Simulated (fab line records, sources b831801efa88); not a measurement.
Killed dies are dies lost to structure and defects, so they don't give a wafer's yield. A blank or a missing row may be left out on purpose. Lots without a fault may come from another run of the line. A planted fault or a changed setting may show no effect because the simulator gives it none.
A struck lot beside a sound one | flow sky130 | 16 steps out of a route of 708
Sound: wafers L182.2, L182.3, L182.6. Struck: wafers L185.2, L185.3, L185.4. The cause comes at the end.
At each step with rows: each side's tool, then ch and its chambers, then its first start. Under that, the readings that differ: sound wafers | struck wafers | difference of the means | sigmas: that difference in standard deviations of wafers without a fault.
alike: readings whose means differ by less than 2 such deviations, and words and numbers that are the same on both sides. not compared: withheld readings, readings that some wafer has no value for, bounds like >300 that may hide the same value, and numbers for which the record gives no deviation and whose values overlap.
The two part at a step that has a row with sigmas, a row that says differs or no value, or rows on one side only. Numbers that don't overlap but have no deviation are shown without sigmas and don't part them. A reading that every wafer of one side lacks parts them only if that side has two wafers or more.

first, 3 steps without rows for these wafers: SKY_SONOS_TUNNEL_EXPOSE_04 (exposes mask TUNM, target cd 410 nm); SKY_SONOS_TUNNEL_PEB_05; SKY_SONOS_TUNNEL_DEVELOP_06 (develop time 60 s).
SKY_SONOS_TUNNEL_CD_MEAS_07: target cd 410 nm.
  sound on cd_sem-01, day 13 11:47; struck on cd_sem-01, day 14 04:22
  alike: cd_nm
SKY_SONOS_TUNNEL_OVL_MEAS_08:
  sound on overlay-01, day 13 11:53; struck on overlay-02, day 14 04:28
  alike: SONOS_TUNNEL_OVL
then, 3 steps without rows for these wafers: SKY_SONOS_TUNNEL_IMPLANT_09; SKY_SONOS_TUNNEL_WET_ETCH_10 (etches SiO2 in dHF, target depth 14 nm, time 280 s); SKY_SONOS_TUNNEL_STRIP_11 (strips in SPM, time 600 s).
SKY_SONOS_TUNNEL_TW_MEAS_12:
  sound on film_metro-01, day 13 12:20; struck on film_metro-03, day 14 04:55
  alike: SONOS_TUNNEL_TW
then, 2 steps without rows for these wafers: SKY_SONOS_TUNNEL_CLEAN_13 (cleans in dHF, time 20 s); SKY_SONOS_ONO_OXIDATION_00 (stabilise 600 s, purge 300 s, target thk 2.6 nm).
SKY_SONOS_ONO_THK_MEAS_01:
  sound on film_metro-01, day 13 14:28; struck on film_metro-03, day 14 07:51
  alike: SONOS_ONO_OXIDATION_THK
SKY_SONOS_ONO_CVD_02: deposits Si3N4 from DCS/NH3, target thk 10.5 nm, time 180 s.
  sound on lpcvd-02 ch 1, day 13 16:09; struck on lpcvd-02 ch 1, day 14 07:59
  reading                                     | sound             | struck           | difference | sigmas
  model.Si3N4_of_SONOS_ONO_CVD_02.thk_nm (nm) | 10.72 10.55 10.63 | 16.1 16.09 16.07 | +5.5       |
  alike: spike_tc_bottom_C, spike_tc_lower_C
SKY_SONOS_ONO_THK_MEAS_03:
  sound on film_metro-01, day 13 17:13; struck on film_metro-02, day 14 09:02
  reading                   | sound             | struck            | difference | sigmas
  SONOS_ONO_CVD_02_THK (nm) | 10.72 10.58 10.65 | 16.11 16.09 16.06 | +5.44      | +32
then, 1 step without rows for these wafers: SKY_SONOS_ONO_CVD_04 (deposits SiO2 from SiH4/N2O, target thk 5.7199 nm).
-- the record jumps here: 34 days lie between the struck wafers' starts before and after (it left off in module SONOS_ONO and takes up again in module PAD_OPEN, whose first step shown is number 708 of the route) --
SKY_PAD_OPEN_PROBE_99:
  sound on prober-01, day 47 16:40; struck on prober-02, day 48 02:16
  alike: killed_at_M0_to_M3, killed_at_M4_up, killed_at_contacts, killed_at_front_end, killed_at_other, killed_dies, killed_open, killed_short

WHERE THEY PART
Only at SKY_SONOS_ONO_THK_MEAS_03, within this record. Later steps at which nothing parts them and some readings are alike: SKY_PAD_OPEN_PROBE_99.

WHY: what the simulator had put in
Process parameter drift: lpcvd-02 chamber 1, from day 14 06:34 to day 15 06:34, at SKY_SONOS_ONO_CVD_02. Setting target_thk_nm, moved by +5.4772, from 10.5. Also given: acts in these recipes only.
